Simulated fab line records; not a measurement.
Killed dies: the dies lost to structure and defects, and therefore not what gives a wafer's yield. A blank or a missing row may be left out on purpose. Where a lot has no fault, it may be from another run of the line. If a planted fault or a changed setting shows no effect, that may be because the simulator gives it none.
Problem report, 8D (eight disciplines) form, completed by code | flow gf180mcu | the parts of the form that need people (team, actions taken, sign-off) are left out

1. THE PROBLEM
Wafers free of any fault read 46.16 ohm/sq (standard deviation 0.091) for NSD_RS at GF_PSD_RS_MEAS_14, against a mean of 49.41 ohm/sq on 9 wafers of 3 lots. Measured from the usual mean, that is +36 standard deviations.
The step: measures by four-point-probe.
Seen first at day 18 12:38 on filmMetro-04, wafer L545.3. Wafers with a number at this step in the record: 36, from 12 lots. The rule behind "out" and "out of limits": a value lying over 4 standard deviations away from the usual mean. All remaining wafers that have a number are taken as sound.

2. WHAT IT IS, AND WHAT IT ISN'T
question                    | is                         | is not
which readings at this step | NSD_RS                     | -
which lots                  | L545, L546, L547           | L533, L537, L539, L542, L551, L552, L553, L554, L556
which wafers of those lots  | all that have a number     | -
read on which gauges        | filmMetro-01, filmMetro-04 | filmMetro-02
when                        | from day 18 12:38          | up to then (12 sound wafers); but 15 sound wafers of L551, L552, L553, L554, L556 came after

3. SUSPECTS, AND WHAT RULES EACH OUT
Counting: any tool at a process step up to the reading is kept as a suspect provided that every lot that is out went through it and no sound lot did after the first of them.
- the gauge at GF_PSD_RS_MEAS_14 has been ruled out. 2 gauges (filmMetro-01, filmMetro-04) read the wafers that are out.
- rtpAnneal-02 at GF_PSD_RTA_13 (time 20 s): ruled out as a lasting fault. Sound lots L554 ran on it after its first lot that is out, L545 (day 18 12:32).
Left after counting: nothing in the record.

4. THE CAUSE (what the simulator had put in)
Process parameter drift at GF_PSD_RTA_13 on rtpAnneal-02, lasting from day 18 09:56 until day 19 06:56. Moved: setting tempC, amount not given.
It was ruled out by counting, in error; the rule expects a fault to strike all lots run on its tool from its start on, and this fault did not.

5. THE EFFECT CHAIN, in route order
Rows list readings where the struck wafers' mean (over those with a number) sits beyond 3 standard deviations from the usual. Scope: only readings with a usual standard deviation given in the record; hours: median across lots of the time from each lot's start at the first step in this table that gives one to its start at this step; sigmas: change in usual standard deviations.
hours | step              | reading          | usual         | on struck wafers | change | sigmas
0     | GF_PSD_RTA_13     | lampPowerPct     | 34.2 %        | 31.5             | -2.7   | -4.8
0     | GF_PSD_RTA_13     | wafer_temp_C_max | 1031.3        | 1006.2           | -25.1  | -18
0     | GF_PSD_RS_MEAS_14 | NSD_RS           | 46.16 ohm/sq  | 49.41            | +3.25  | +36
0     | GF_PSD_RS_MEAS_15 | PSD_RS           | 108.59 ohm/sq | 125.70           | +17.11 | +59
The process steps in it:
- GF_PSD_RTA_13: time 20 s.

6. HOW IT WOULD HAVE BEEN CAUGHT EARLIER
Counted from the fault's start at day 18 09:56, it took 3 hours until the first out-of-limits reading at a measuring or inspecting step in this record, taken at day 18 12:38.
At GF_PSD_RTA_13, the tool's own readings (lampPowerPct, wafer_temp_C_max) were out on each struck wafer the step has a row for, so an alarm limit on them would have fired on the first such wafer.
